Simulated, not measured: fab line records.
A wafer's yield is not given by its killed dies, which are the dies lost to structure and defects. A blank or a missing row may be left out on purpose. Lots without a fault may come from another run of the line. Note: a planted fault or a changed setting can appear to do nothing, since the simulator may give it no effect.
fab line records :: flow sky130
record:
  lots: 6
  wafers: 18
  last_day: 50
route steps=708 shown RES_XHIGH@336 SD_N@342
lots that met no fault: from a run of the same line without faults
start_h: the number of hours between the record's first day and the start of the first shown wafer of the lot :: wait_h: how many hours have passed since the lot's step before this one :: " repeats the value in the row above :: L1.1+2: a single row standing in for several wafers :: - no value present, or no start provided :: * or withheld: withheld :: < > ~ a bound
route shown NAME@n: names a module that has steps shown in the file, with the first one's number in the route :: usual: mean/standard deviation taken from wafers without a fault :: same: alike in all rows :: chamber/n: place in a boat :: sites: each site's reading :: _std_site: how widely they spread, as a standard deviation :: _edge_site: mean of outer sites minus mean of inner sites :: radius_mm: how far each site lies from the wafer's centre :: mask NAME#n: copy n :: behind: the last tool/chamber to shape the wafer :: hold: reason for holding the lot/hours on hold/outcome of the hold :: device: the n, p or np transistor that did not switch :: end of line: at the end of the route, the tests of the same wafers :: a step with no rows: only its recipe :: killed: the dies lost at the first sort to structure and to defects; this is not the yield of the wafer :: map: shows each die of a wafer: x if killed, . if not, _ if none is there
set.NAME: the setting that was run; set.NAME@STEP: the one run at that earlier step :: model.NAME: the simulator's own value behind a step, which no gauge read
certain route steps with their lots: each step a table, each wafer a row
services: the hour from which a tool's chamber was out of use, counted from the record's first day as start_h (under 0 if before that day), plus the number of hours and why
== steps ==
step: SKY_RES_XHIGH_EXPOSE_04
recipe:
  mask_id: URPM
  na: 0.6
  source_shape: conventional
  sigma_outer: 0.6
  polarization: unpolarized
  target_cd_nm: 1270
  dose_mj: 140
step: SKY_RES_XHIGH_PEB_05
recipe:
  temp_c: withheld
  time_s: *
  resist: NOVOLAK
step: SKY_RES_XHIGH_DEVELOP_06
recipe:
  resist: NOVOLAK
  developer: TMAH
  develop_time_s: 60
  dev_temp_c: 23
step: SKY_RES_XHIGH_IMPLANT_07
recipe:
  species: BF2
  energy_kev: 20
  dose_cm2: 3.6e+14
  tilt_deg: 0
step: SKY_RES_XHIGH_STRIP_08
recipe:
  chemistry: O2/N2
  power_w: 1400
  pressure_mtorr: 1500
  platen_temp_c: withheld
  o2_flow_sccm: 3000
  n2_flow_sccm: 300
  overash_fraction: 0.5
usual:
  drypump_motor_current_A: 5.2/0.48
  oes_product_au: 0.711/0.0045
  strip_time_to_endpoint_s: 14.28/0.038
lot.wafer: L544.1
tool: plasma_asher-02
chamber: 0
start_h: 639.10
wait_h: 0.1
drypump_motor_current_A: 4.8
oes_product_au: 0.712
rf_hours_counter_h: 78
strip_time_to_endpoint_s: 14.35

lot.wafer: L544.2
tool: plasma_asher-02
chamber: 1
start_h: 639.10
wait_h: 0.1
drypump_motor_current_A: 4.8
oes_product_au: 0.715
rf_hours_counter_h: 78
strip_time_to_endpoint_s: 14.39

lot.wafer: L544.5
tool: plasma_asher-02
chamber: 1
start_h: 639.10
wait_h: 0.1
drypump_motor_current_A: 4.8
oes_product_au: 0.707
rf_hours_counter_h: -
strip_time_to_endpoint_s: 14.33

lot.wafer: L551.2
tool: plasma_asher-02
chamber: 0
start_h: 687.38
wait_h: 0.1
drypump_motor_current_A: 4.8
oes_product_au: 0.717
rf_hours_counter_h: 82
strip_time_to_endpoint_s: 14.22

lot.wafer: L551.3
tool: plasma_asher-02
chamber: 0
start_h: 687.38
wait_h: 0.1
drypump_motor_current_A: 4.8
oes_product_au: 0.711
rf_hours_counter_h: -
strip_time_to_endpoint_s: 14.22

lot.wafer: L551.4
tool: plasma_asher-02
chamber: 1
start_h: 687.38
wait_h: 0.1
drypump_motor_current_A: 4.9
oes_product_au: 0.708
rf_hours_counter_h: -
strip_time_to_endpoint_s: 14.22

lot.wafer: L559.1
tool: plasma_asher-04
chamber: 1
start_h: 758.15
wait_h: 0.1
drypump_motor_current_A: 5.3
oes_product_au: 0.711
rf_hours_counter_h: 33
strip_time_to_endpoint_s: 14.29

lot.wafer: L559.4
tool: plasma_asher-04
chamber: 1
start_h: 758.15
wait_h: 0.1
drypump_motor_current_A: 5.3
oes_product_au: 0.701
rf_hours_counter_h: -
strip_time_to_endpoint_s: 14.36

lot.wafer: L559.6
tool: plasma_asher-04
chamber: 0
start_h: 758.15
wait_h: 0.1
drypump_motor_current_A: 5.5
oes_product_au: 0.712
rf_hours_counter_h: -
strip_time_to_endpoint_s: 14.31

lot.wafer: L560.1
tool: plasma_asher-03
chamber: 1
start_h: 761.85
wait_h: 0.1
drypump_motor_current_A: 5.0
oes_product_au: 0.715
rf_hours_counter_h: 67
strip_time_to_endpoint_s: 14.21

lot.wafer: L560.3
tool: plasma_asher-03
chamber: 0
start_h: 761.85
wait_h: 0.1
drypump_motor_current_A: 6.1
oes_product_au: 0.709
rf_hours_counter_h: -
strip_time_to_endpoint_s: 14.23

lot.wafer: L560.5
tool: plasma_asher-03
chamber: 1
start_h: 761.85
wait_h: 0.1
drypump_motor_current_A: 5.0
oes_product_au: 0.713
rf_hours_counter_h: -
strip_time_to_endpoint_s: 14.23

lot.wafer: L563.2
tool: plasma_asher-03
chamber: 0
start_h: 775.19
wait_h: 0.1
drypump_motor_current_A: 6.1
oes_product_au: 0.706
rf_hours_counter_h: 69
strip_time_to_endpoint_s: 14.26

lot.wafer: L563.5
tool: plasma_asher-03
chamber: 0
start_h: 775.19
wait_h: 0.1
drypump_motor_current_A: 6.1
oes_product_au: 0.706
rf_hours_counter_h: -
strip_time_to_endpoint_s: 14.25

lot.wafer: L563.6
tool: plasma_asher-03
chamber: 1
start_h: 775.19
wait_h: 0.1
drypump_motor_current_A: 5.0
oes_product_au: 0.709
rf_hours_counter_h: -
strip_time_to_endpoint_s: 14.25

lot.wafer: L565.3
tool: plasma_asher-04
chamber: 1
start_h: 791.27
wait_h: 0.1
drypump_motor_current_A: 5.3
oes_product_au: 0.705
rf_hours_counter_h: -
strip_time_to_endpoint_s: 14.30

lot.wafer: L565.4
tool: plasma_asher-04
chamber: 0
start_h: 791.27
wait_h: 0.1
drypump_motor_current_A: 5.4
oes_product_au: 0.718
rf_hours_counter_h: -
strip_time_to_endpoint_s: 14.28

lot.wafer: L565.5
tool: plasma_asher-04
chamber: 0
start_h: 791.27
wait_h: 0.1
drypump_motor_current_A: 5.4
oes_product_au: 0.714
rf_hours_counter_h: -
strip_time_to_endpoint_s: 14.29
step: SKY_RES_XHIGH_TW_MEAS_09
usual:
  RES_XHIGH_TW: 1649/13
lot.wafer: L544.1
tool: film_metro-03
chamber: -
start_h: 639.20
wait_h: 0.1
RES_XHIGH_TW: 1657

lot.wafer: L544.2
tool: film_metro-03
chamber: -
start_h: 639.20
wait_h: 0.1
RES_XHIGH_TW: 1654

lot.wafer: L544.5
tool: film_metro-03
chamber: -
start_h: 639.20
wait_h: 0.1
RES_XHIGH_TW: 1658

lot.wafer: L551.2
tool: film_metro-03
chamber: -
start_h: 687.49
wait_h: 0.1
RES_XHIGH_TW: 1652

lot.wafer: L551.3
tool: film_metro-03
chamber: -
start_h: 687.49
wait_h: 0.1
RES_XHIGH_TW: 1649

lot.wafer: L551.4
tool: film_metro-03
chamber: -
start_h: 687.49
wait_h: 0.1
RES_XHIGH_TW: 1659

lot.wafer: L559.1
tool: film_metro-03
chamber: -
start_h: 758.25
wait_h: 0.1
RES_XHIGH_TW: 1656

lot.wafer: L559.4
tool: film_metro-03
chamber: -
start_h: 758.25
wait_h: 0.1
RES_XHIGH_TW: 1659

lot.wafer: L559.6
tool: film_metro-03
chamber: -
start_h: 758.25
wait_h: 0.1
RES_XHIGH_TW: 1654

lot.wafer: L560.1
tool: film_metro-03
chamber: -
start_h: 761.95
wait_h: 0.1
RES_XHIGH_TW: 1650

lot.wafer: L560.3
tool: film_metro-03
chamber: -
start_h: 761.95
wait_h: 0.1
RES_XHIGH_TW: 1657

lot.wafer: L560.5
tool: film_metro-03
chamber: -
start_h: 761.95
wait_h: 0.1
RES_XHIGH_TW: 1646

lot.wafer: L563.2
tool: film_metro-02
chamber: -
start_h: 775.30
wait_h: 0.1
RES_XHIGH_TW: 1636

lot.wafer: L563.5
tool: film_metro-02
chamber: -
start_h: 775.30
wait_h: 0.1
RES_XHIGH_TW: 1637

lot.wafer: L563.6
tool: film_metro-02
chamber: -
start_h: 775.30
wait_h: 0.1
RES_XHIGH_TW: 1652

lot.wafer: L565.3
tool: film_metro-03
chamber: -
start_h: 791.36
wait_h: 0.1
RES_XHIGH_TW: 1664

lot.wafer: L565.4
tool: film_metro-03
chamber: -
start_h: 791.36
wait_h: 0.1
RES_XHIGH_TW: 1669

lot.wafer: L565.5
tool: film_metro-03
chamber: -
start_h: 791.36
wait_h: 0.1
RES_XHIGH_TW: 1670
step: SKY_SD_N_DEHYDRATE_00
recipe:
  temp_c: 200
  time_s: 60
step: SKY_SD_N_HMDS_01
recipe:
  prime_time_s: 60
  prime_temp_c: 120
step: SKY_SD_N_COAT_02
recipe:
  resist: NOVOLAK
  spin_rpm: 3000
  resist_thk_nm: 1140
step: SKY_SD_N_SOFTBAKE_03
recipe:
  temp_c: 90
  time_s: 60
  resist: NOVOLAK
step: SKY_SD_N_EXPOSE_04
recipe:
  mask_id: NSDM
  na: 0.6
  source_shape: conventional
  sigma_outer: 0.6
  polarization: unpolarized
  target_cd_nm: 380
  dose_mj: 141
step: SKY_SD_N_PEB_05
recipe:
  temp_c: withheld
  time_s: *
  resist: NOVOLAK
step: SKY_SD_N_DEVELOP_06
recipe:
  resist: NOVOLAK
  developer: TMAH
  develop_time_s: 60
  dev_temp_c: 23
usual:
  chill_plate_temp_C: 23.00/0.12
  develop_time_s: 60/0
lot.wafer: L544.1
tool: litho_track-04
chamber: 0
start_h: 667.13
wait_h: 0.1
chill_plate_temp_C: 23.04
develop_time_s: 60

lot.wafer: L544.2
tool: litho_track-04
chamber: 0
start_h: 667.13
wait_h: 0.1
chill_plate_temp_C: 23.03
develop_time_s: 60

lot.wafer: L544.5
tool: litho_track-04
chamber: 0
start_h: 667.13
wait_h: 0.1
chill_plate_temp_C: 23.00
develop_time_s: 60

lot.wafer: L551.2
tool: litho_track-01
chamber: 0
start_h: 714.61
wait_h: 0.1
chill_plate_temp_C: 22.95
develop_time_s: 60

lot.wafer: L551.3
tool: litho_track-01
chamber: 0
start_h: 714.61
wait_h: 0.1
chill_plate_temp_C: 23.16
develop_time_s: 60

lot.wafer: L551.4
tool: litho_track-01
chamber: 0
start_h: 714.61
wait_h: 0.1
chill_plate_temp_C: 23.12
develop_time_s: 60

lot.wafer: L559.1
tool: litho_track-04
chamber: -
start_h: 784.38
wait_h: 0.1
chill_plate_temp_C: -
develop_time_s: -

lot.wafer: L559.4
tool: litho_track-04
chamber: -
start_h: 784.38
wait_h: 0.1
chill_plate_temp_C: -
develop_time_s: -

lot.wafer: L559.6
tool: litho_track-04
chamber: -
start_h: 784.38
wait_h: 0.1
chill_plate_temp_C: -
develop_time_s: -

lot.wafer: L560.1
tool: litho_track-01
chamber: -
start_h: 787.44
wait_h: 0.1
chill_plate_temp_C: -
develop_time_s: -

lot.wafer: L560.3
tool: litho_track-01
chamber: -
start_h: 787.44
wait_h: 0.1
chill_plate_temp_C: -
develop_time_s: -

lot.wafer: L560.5
tool: litho_track-01
chamber: -
start_h: 787.44
wait_h: 0.1
chill_plate_temp_C: -
develop_time_s: -

lot.wafer: L563.2
tool: litho_track-01
chamber: 0
start_h: 800.71
wait_h: 0.1
chill_plate_temp_C: 22.90
develop_time_s: 60

lot.wafer: L563.5
tool: litho_track-01
chamber: 0
start_h: 800.71
wait_h: 0.1
chill_plate_temp_C: 22.99
develop_time_s: 60

lot.wafer: L563.6
tool: litho_track-01
chamber: 0
start_h: 800.71
wait_h: 0.1
chill_plate_temp_C: 23.03
develop_time_s: 60

lot.wafer: L565.3
tool: litho_track-04
chamber: 0
start_h: 816.88
wait_h: 0.1
chill_plate_temp_C: 23.09
develop_time_s: 60

lot.wafer: L565.4
tool: litho_track-04
chamber: 0
start_h: 816.88
wait_h: 0.1
chill_plate_temp_C: 23.08
develop_time_s: 60

lot.wafer: L565.5
tool: litho_track-04
chamber: 0
start_h: 816.88
wait_h: 0.1
chill_plate_temp_C: 22.90
develop_time_s: 60
step: SKY_SD_N_CD_MEAS_07
recipe:
  target_cd_nm: 380
usual:
  cd_nm: 379.7/2.7
lot.wafer: L544.1
tool: cd_sem-02
chamber: -
start_h: 667.28
wait_h: 0.1
cd_nm: 373.9

lot.wafer: L544.2
tool: cd_sem-02
chamber: -
start_h: 667.28
wait_h: 0.1
cd_nm: 374.8

lot.wafer: L544.5
tool: cd_sem-02
chamber: -
start_h: 667.28
wait_h: 0.1
cd_nm: 371.4

lot.wafer: L551.2
tool: cd_sem-02
chamber: -
start_h: 714.76
wait_h: 0.1
cd_nm: 383.4

lot.wafer: L551.3
tool: cd_sem-02
chamber: -
start_h: 714.76
wait_h: 0.1
cd_nm: 386.7

lot.wafer: L551.4
tool: cd_sem-02
chamber: -
start_h: 714.76
wait_h: 0.1
cd_nm: 382.7

lot.wafer: L559.1
tool: cd_sem-01
chamber: -
start_h: 784.53
wait_h: 0.1
cd_nm: -

lot.wafer: L559.4
tool: cd_sem-01
chamber: -
start_h: 784.53
wait_h: 0.1
cd_nm: -

lot.wafer: L559.6
tool: cd_sem-01
chamber: -
start_h: 784.53
wait_h: 0.1
cd_nm: -

lot.wafer: L560.1
tool: cd_sem-01
chamber: -
start_h: 789.22
wait_h: 1.8
cd_nm: -

lot.wafer: L560.3
tool: cd_sem-01
chamber: -
start_h: 789.22
wait_h: 1.8
cd_nm: -

lot.wafer: L560.5
tool: cd_sem-01
chamber: -
start_h: 789.22
wait_h: 1.8
cd_nm: -

lot.wafer: L563.2
tool: cd_sem-02
chamber: -
start_h: 800.86
wait_h: 0.1
cd_nm: 380.5

lot.wafer: L563.5
tool: cd_sem-02
chamber: -
start_h: 800.86
wait_h: 0.1
cd_nm: 381.5

lot.wafer: L563.6
tool: cd_sem-02
chamber: -
start_h: 800.86
wait_h: 0.1
cd_nm: 380.0

lot.wafer: L565.3
tool: cd_sem-01
chamber: -
start_h: 817.02
wait_h: 0.1
cd_nm: 383.6

lot.wafer: L565.4
tool: cd_sem-01
chamber: -
start_h: 817.02
wait_h: 0.1
cd_nm: 383.7

lot.wafer: L565.5
tool: cd_sem-01
chamber: -
start_h: 817.02
wait_h: 0.1
cd_nm: 381.9
== services ==
tool: plasma_asher-03
chamber: -
start_h: 615.88
hours: 0.7
kind: repair

tool: plasma_asher-02
chamber: -
start_h: 679.76
hours: 4.4
kind: repair

tool: plasma_asher-02
chamber: -
start_h: 698.93
hours: 2.8
kind: pm

tool: plasma_asher-04
chamber: -
start_h: 791.74
hours: 1.2
kind: repair

tool: plasma_asher-02
chamber: -
start_h: 809.08
hours: 1.4
kind: repair
== key ==
first_sign:
  step: SKY_SD_N_DEVELOP_06
  reading: tool_record
  direction: missing
effect none on later readings
met_at SKY_SD_N_DEVELOP_06
struck_wafers L559.1,L559.4,L559.6,L560.1,L560.3,L560.5
sort_left_out L559.1,L559.4,L559.6,L560.1,L560.3,L560.5
tester_left_out L559,L560
onset_between 714.61 784.38
fault:
  kind: skipped_step_whole
  tool: litho_track-01,litho_track-04
  chamber: -
  onset_h: 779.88
  steps: SKY_SD_N_DEVELOP_06
  scope: struck_lots_only
tester_left_out: of these lots the tester's yield and bins aren't shown, on N5 and GAA mostly nor the transistor test; their killed dies are dies lost to structure and defects alone, not to doping, threshold or leakage, so they don't give the yield
sort_left_out: the simulated sort isn't trusted on such a fault, so these wafers' sort isn't shown, and their yield isn't known
